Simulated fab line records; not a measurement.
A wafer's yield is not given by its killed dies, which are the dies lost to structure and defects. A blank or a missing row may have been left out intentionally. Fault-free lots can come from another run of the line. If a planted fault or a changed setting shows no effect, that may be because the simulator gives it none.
Which tool did it? || flow gf180mcu || at 1 step of a route of 602, 11 lots with 33 wafers sampled

WHAT THE GAUGES SHOWED, per wafer
GF_M5_CD_MEAS_07: the cd target is 280 nm.
{"lot": "L415", "measured": "day 27 05:26", "on": "cdSem-02", "cdNm (nm)": "279.4 278.9 278.5"}
{"lot": "L417", "measured": "day 27 12:29", "on": "cdSem-01", "cdNm (nm)": "279.2 279.8 279.8"}
{"lot": "L418", "measured": "day 27 20:55", "on": "cdSem-01", "cdNm (nm)": "280.9 279.9 280.2"}
{"lot": "L422", "measured": "day 29 06:47", "on": "cdSem-01", "cdNm (nm)": "280.9 280.6 281.8"}
{"lot": "L424", "measured": "day 29 21:43", "on": "cdSem-01", "cdNm (nm)": "280.7 279.3 280.6"}
{"lot": "L427", "measured": "day 30 15:05", "on": "cdSem-01", "cdNm (nm)": "282.3 282.1 282.9"}
{"lot": "L428", "measured": "day 30 19:54", "on": "cdSem-02", "cdNm (nm)": "280.4 282.0 280.9"}
{"lot": "L432", "measured": "day 31 22:14", "on": "cdSem-02", "cdNm (nm)": "279.0 279.9 279.2"}
{"lot": "L434", "measured": "day 32 11:55", "on": "cdSem-02", "cdNm (nm)": "281.8 281.4 281.2"}
{"lot": "L435", "measured": "day 32 16:50", "on": "cdSem-01", "cdNm (nm)": "279.9 279.0 279.7"}
{"lot": "L436", "measured": "day 32 17:04", "on": "cdSem-02", "cdNm (nm)": "282.4 282.5 280.1"}

WHICH TOOL RAN EACH LOT (tool, then ch and the chambers of the sampled wafers, then the start)
Record: no process step prior to these readings.

THE ANSWER, worked out from the rows above alone
Rule: the usual values come from the lots themselves. Put in order of their means at a reading, lots are off if they are a third of the lots or fewer, leave a main group of 4 or more, and stand apart from it by a gap of 3 or more times the standard deviation of the main group's means; of several such gaps the widest counts. The tables above print the reading to a certain number of digits; a main group whose means all agree to those digits is not used. A lot without any number at a reading at which 4 lots or more have one is off too. Any other lot the step has rows for is counted as sound.
No lot is off at any reading shown: from this, nothing can be told.

WHAT WAS PUT IN BY THE SIMULATOR
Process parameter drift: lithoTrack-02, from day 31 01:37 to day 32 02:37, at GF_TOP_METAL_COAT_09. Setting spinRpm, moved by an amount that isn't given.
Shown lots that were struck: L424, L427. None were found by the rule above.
